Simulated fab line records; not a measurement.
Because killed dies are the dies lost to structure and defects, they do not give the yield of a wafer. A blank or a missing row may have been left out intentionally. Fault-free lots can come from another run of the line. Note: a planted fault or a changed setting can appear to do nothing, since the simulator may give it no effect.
Which tool did it? || flow sky130 || 14 lots, 42 wafers sampled, at 2 steps of a route of 708

WHAT EACH GAUGE READ, for each wafer
No reading from a measuring or inspecting step in the record can be judged against a usual standard deviation.

EACH LOT AND THE TOOL THAT RAN IT (in order: tool; ch and the chambers of the sampled wafers; start)
{"lot": "L580", "SKY_SONOS_ONO_COAT_08": "lithoTrack-02 ch 0, day 12 05:53", "SKY_SONOS_ONO_STRIP_17": "plasmaAsher-01 ch 0,1, day 12 18:11"}
{"lot": "L581", "SKY_SONOS_ONO_COAT_08": "lithoTrack-01 ch 0, day 12 20:37", "SKY_SONOS_ONO_STRIP_17": "plasmaAsher-04 ch 0,1, day 13 09:05"}
{"lot": "L583", "SKY_SONOS_ONO_COAT_08": "lithoTrack-04 ch 0, day 13 06:17", "SKY_SONOS_ONO_STRIP_17": "plasmaAsher-03 ch 0,1, day 13 19:55"}
{"lot": "L584", "SKY_SONOS_ONO_COAT_08": "lithoTrack-02 ch 0, day 13 17:19", "SKY_SONOS_ONO_STRIP_17": "plasmaAsher-04 ch 0,1, day 14 07:01"}
{"lot": "L585", "SKY_SONOS_ONO_COAT_08": "lithoTrack-01 ch 0, day 13 18:49", "SKY_SONOS_ONO_STRIP_17": "plasmaAsher-01 ch 0,1, day 14 08:19"}
{"lot": "L586", "SKY_SONOS_ONO_COAT_08": "lithoTrack-02 ch 0, day 14 09:52", "SKY_SONOS_ONO_STRIP_17": "plasmaAsher-04 ch 0,1, day 14 23:35"}
{"lot": "L588", "SKY_SONOS_ONO_COAT_08": "lithoTrack-04 ch 0, day 14 18:05", "SKY_SONOS_ONO_STRIP_17": "plasmaAsher-01 ch 0,1, day 15 07:56"}
{"lot": "L592", "SKY_SONOS_ONO_COAT_08": "lithoTrack-02 ch 0, day 16 05:07", "SKY_SONOS_ONO_STRIP_17": "plasmaAsher-03 ch 0,1, day 16 20:13"}
{"lot": "L596", "SKY_SONOS_ONO_COAT_08": "lithoTrack-02 ch 0, day 17 10:47", "SKY_SONOS_ONO_STRIP_17": "plasmaAsher-04 ch 0,1, day 18 02:40"}
{"lot": "L597", "SKY_SONOS_ONO_COAT_08": "lithoTrack-04 ch 0, day 17 18:58", "SKY_SONOS_ONO_STRIP_17": "plasmaAsher-04 ch 0,1, day 18 10:16"}
{"lot": "L598", "SKY_SONOS_ONO_COAT_08": "lithoTrack-04 ch 0, day 18 00:44", "SKY_SONOS_ONO_STRIP_17": "plasmaAsher-01 ch 0,1, day 18 16:20"}
{"lot": "L599", "SKY_SONOS_ONO_COAT_08": "lithoTrack-01 ch 0, day 18 06:16", "SKY_SONOS_ONO_STRIP_17": "plasmaAsher-03 ch 0,1, day 18 20:55"}
{"lot": "L601", "SKY_SONOS_ONO_COAT_08": "lithoTrack-04 ch 0, day 19 15:35", "SKY_SONOS_ONO_STRIP_17": "plasmaAsher-01 ch 1, day 20 07:16"}
{"lot": "L602", "SKY_SONOS_ONO_COAT_08": "lithoTrack-04 ch 0, day 19 16:14", "SKY_SONOS_ONO_STRIP_17": "plasmaAsher-03 ch 0,1, day 20 07:52"}
- SKY_SONOS_ONO_COAT_08: resist thk 1140 nm.
- SKY_SONOS_ONO_STRIP_17: strips in O2/N2.

AS READ BY THE TOOLS THEMSELVES (means over the sampled wafers that have a number; for cases with no such wafer, the mark the record gives instead)
SKY_SONOS_ONO_COAT_08. Usual: spinSpeedRpm reads 3000.4 rpm (standard deviation 1.8).
{"lot": "L580", "tool": "lithoTrack-02", "spinSpeedRpm (rpm)": 2999.6, "flag": ""}
{"lot": "L581", "tool": "lithoTrack-01", "spinSpeedRpm (rpm)": 3000.8, "flag": ""}
{"lot": "L583", "tool": "lithoTrack-04", "spinSpeedRpm (rpm)": 2999.9, "flag": ""}
{"lot": "L584", "tool": "lithoTrack-02", "spinSpeedRpm (rpm)": 3001.2, "flag": ""}
{"lot": "L585", "tool": "lithoTrack-01", "spinSpeedRpm (rpm)": 3001.3, "flag": ""}
{"lot": "L586", "tool": "lithoTrack-02", "spinSpeedRpm (rpm)": 2998.6, "flag": ""}
{"lot": "L588", "tool": "lithoTrack-04", "spinSpeedRpm (rpm)": 3002.3, "flag": ""}
{"lot": "L592", "tool": "lithoTrack-02", "spinSpeedRpm (rpm)": 2749.4, "flag": "OFF"}
{"lot": "L596", "tool": "lithoTrack-02", "spinSpeedRpm (rpm)": 2748.6, "flag": "OFF"}
{"lot": "L597", "tool": "lithoTrack-04", "spinSpeedRpm (rpm)": 3001.1, "flag": ""}
{"lot": "L598", "tool": "lithoTrack-04", "spinSpeedRpm (rpm)": 3001.5, "flag": ""}
{"lot": "L599", "tool": "lithoTrack-01", "spinSpeedRpm (rpm)": 3001.0, "flag": ""}
{"lot": "L601", "tool": "lithoTrack-04", "spinSpeedRpm (rpm)": 3002.5, "flag": ""}
{"lot": "L602", "tool": "lithoTrack-04", "spinSpeedRpm (rpm)": 3002.2, "flag": ""}

SKY_SONOS_ONO_STRIP_17. Usual: drypumpMotorCurrentA 5.6 A, standard deviation 0.48; n2FlowSccm 300.2 sccm, standard deviation 0.94; oesProductAu 0.710 a.u., standard deviation 0.0046; stripTimeToEndpointS 14.09 s, standard deviation 0.053.
{"lot": "L580", "tool": "plasmaAsher-01", "drypumpMotorCurrentA (A)": 5.7, "n2FlowSccm (sccm)": 300.3, "oesProductAu (a.u.)": 0.711, "stripTimeToEndpointS (s)": 14.15, "flag": ""}
{"lot": "L581", "tool": "plasmaAsher-04", "drypumpMotorCurrentA (A)": 5.5, "n2FlowSccm (sccm)": 300.1, "oesProductAu (a.u.)": 0.705, "stripTimeToEndpointS (s)": 13.98, "flag": ""}
{"lot": "L583", "tool": "plasmaAsher-03", "drypumpMotorCurrentA (A)": 5.3, "n2FlowSccm (sccm)": 300.0, "oesProductAu (a.u.)": 0.710, "stripTimeToEndpointS (s)": 14.06, "flag": ""}
{"lot": "L584", "tool": "plasmaAsher-04", "drypumpMotorCurrentA (A)": 5.6, "n2FlowSccm (sccm)": 300.7, "oesProductAu (a.u.)": 0.709, "stripTimeToEndpointS (s)": 14.07, "flag": ""}
{"lot": "L585", "tool": "plasmaAsher-01", "drypumpMotorCurrentA (A)": 6.2, "n2FlowSccm (sccm)": 299.5, "oesProductAu (a.u.)": 0.708, "stripTimeToEndpointS (s)": 14.07, "flag": ""}
{"lot": "L586", "tool": "plasmaAsher-04", "drypumpMotorCurrentA (A)": 5.6, "n2FlowSccm (sccm)": 300.8, "oesProductAu (a.u.)": 0.709, "stripTimeToEndpointS (s)": 14.13, "flag": ""}
{"lot": "L588", "tool": "plasmaAsher-01", "drypumpMotorCurrentA (A)": 6.2, "n2FlowSccm (sccm)": 300.0, "oesProductAu (a.u.)": 0.715, "stripTimeToEndpointS (s)": 14.18, "flag": ""}
{"lot": "L592", "tool": "plasmaAsher-03", "drypumpMotorCurrentA (A)": 5.3, "n2FlowSccm (sccm)": 300.7, "oesProductAu (a.u.)": 0.707, "stripTimeToEndpointS (s)": 14.71, "flag": "OFF"}
{"lot": "L596", "tool": "plasmaAsher-04", "drypumpMotorCurrentA (A)": 5.6, "n2FlowSccm (sccm)": 300.7, "oesProductAu (a.u.)": 0.707, "stripTimeToEndpointS (s)": 14.68, "flag": "OFF"}
{"lot": "L597", "tool": "plasmaAsher-04", "drypumpMotorCurrentA (A)": 5.6, "n2FlowSccm (sccm)": 299.4, "oesProductAu (a.u.)": 0.712, "stripTimeToEndpointS (s)": 14.15, "flag": ""}
{"lot": "L598", "tool": "plasmaAsher-01", "drypumpMotorCurrentA (A)": 5.7, "n2FlowSccm (sccm)": 299.7, "oesProductAu (a.u.)": 0.706, "stripTimeToEndpointS (s)": 14.15, "flag": ""}
{"lot": "L599", "tool": "plasmaAsher-03", "drypumpMotorCurrentA (A)": 5.3, "n2FlowSccm (sccm)": 299.5, "oesProductAu (a.u.)": 0.712, "stripTimeToEndpointS (s)": 14.08, "flag": ""}
{"lot": "L601", "tool": "plasmaAsher-01", "drypumpMotorCurrentA (A)": 5.3, "n2FlowSccm (sccm)": 299.7, "oesProductAu (a.u.)": 0.708, "stripTimeToEndpointS (s)": 14.10, "flag": ""}
{"lot": "L602", "tool": "plasmaAsher-03", "drypumpMotorCurrentA (A)": 5.4, "n2FlowSccm (sccm)": 300.6, "oesProductAu (a.u.)": 0.714, "stripTimeToEndpointS (s)": 14.06, "flag": ""}

THE ANSWER, worked out from the rows above alone
Rule: a lot is off if the mean of its wafers that have a number lies more than 3 standard deviations from the usual mean. Also off: a lot with no number at a reading for which 4 or more lots have one. The other lots that the step has rows for count as sound. First the gauges in route order, then the tools' own readings, where a lot's mean is used as printed above. At the first step where some lot is off, the reading lying furthest off is the one used; lots without a number count as furthest.
Off at SKY_SONOS_ONO_COAT_08 (spinSpeedRpm): L592, L596.
If a tool, at that step or one of the process steps before it, ran each lot that is off and ran no sound lot following the first of them, it fits. One fits: lithoTrack-02 at SKY_SONOS_ONO_COAT_08. A fault onset in the window from L586 (day 14 09:52, its last sound lot) to L592 (day 16 05:07, its first lot off) fits.
On the lots that are off, the tool's own readings at SKY_SONOS_ONO_COAT_08 differ by more than 5 times the standard deviation of the sound lots' means, which bears it out; spinSpeedRpm reads 2749.0 rpm there versus 3001.0 rpm on the sound lots.

WHAT WAS PUT IN BY THE SIMULATOR
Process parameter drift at SKY_SONOS_ONO_COAT_08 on lithoTrack-02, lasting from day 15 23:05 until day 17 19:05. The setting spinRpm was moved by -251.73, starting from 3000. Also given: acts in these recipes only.
Shown lots that were struck: L592, L596. The rule above reached the same finding.
